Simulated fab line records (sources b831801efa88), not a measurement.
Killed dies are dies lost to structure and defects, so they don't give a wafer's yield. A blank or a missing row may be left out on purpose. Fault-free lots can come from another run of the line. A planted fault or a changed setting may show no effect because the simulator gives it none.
A struck lot beside a sound one | flow gf180mcu | 13 out of 602 route steps
Sound: the wafers L136.1, L136.3, L136.5. Wafers L141.1, L141.2, L141.4 were the ones struck. Last of all comes the cause.
Each step with rows lists, per side, the tool, then ch with its chambers, then its first start. Under that, the readings that differ: sound wafers | struck wafers | difference of the means | sigmas: that difference in standard deviations of wafers without a fault.
alike: words and numbers the same on both sides, and readings whose means are apart by under 2 such deviations; not compared: readings that were withheld, readings missing a value for some wafer, numbers with overlapping values and no deviation given by the record, and bounds like >300 which may hide the same value.
Wherever a step has rows on one side only, a row that says differs or no value, or a row with sigmas, the two part there. Numbers that don't overlap but have no deviation are shown without sigmas and don't part them. A reading missing from all wafers of one side parts the sides only when that side holds two or more wafers.

first, 5 steps without rows for these wafers: GF_STI_WET_ETCH_17 (etches Si3N4 in H3PO4, target depth 45 nm, time 514 s); GF_STI_CLEAN_18 (cleans in SC1/SC2, time 150 s); GF_STI_CLEAN_19 (cleans in dHF, time 20 s); GF_STI_WET_ETCH_20 (etches SiO2 in dHF, target depth 20 nm, time 400 s); GF_STI_OXIDATION_21 (stabilise 600 s, purge 300 s, target thk 15 nm).
GF_STI_THK_MEAS_22:
  sound on film metro-02, day 2 17:40; struck on film metro-02, day 3 23:08
  alike: STI_OXIDATION_01_THK
then, 1 step without rows for these wafers: GF_STI_CVD_23 (deposits SiO2, target thk 650 nm, time 108.3 s).
GF_STI_THK_MEAS_24:
  sound on film metro-04, day 2 17:49; struck on film metro-04, day 3 23:16
  alike: STI_CVD_23_THK
GF_STI_CMP_25: polishes, stops on Si3N4, t overpolish 33 s, target thk 524.6 nm.
  sound on cmp-01 ch 0,2, day 2 17:52; struck on cmp-02 ch 0,2,3, day 3 23:20
  alike: motor current A, overpolish run s, slurry flow ml min, time to endpoint s
then, 3 steps without rows for these wafers: GF_STI_WET_ETCH_26 (etches SiO2 in dHF, target depth 94 nm, time 188 s); GF_STI_WET_ETCH_27 (etches Si3N4 in H3PO4, target depth 160 nm, time 1825 s); GF_STI_WET_ETCH_28 (etches SiO2 in dHF, target depth 20 nm, time 40 s).
GF_STI_OXIDATION_29: stabilise 600 s, purge 300 s, target thk 10 nm.
  struck on furnace-02, day 4 03:13; sound on furnace-01 ch 0, day 2 18:46
  no value came back on the struck wafers for any of 5 readings (ox temp c (C), ox temp c max and others); on the sound wafers ox temp c (C) reads 900.2 900.2 900.0

WHERE THEY PART
At GF_STI_OXIDATION_29 and nowhere else, as far as this record goes.

WHY: what the simulator had put in
Skipped step whole: furnace-02, from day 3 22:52 on, at GF_STI_OXIDATION_29. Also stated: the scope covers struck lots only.
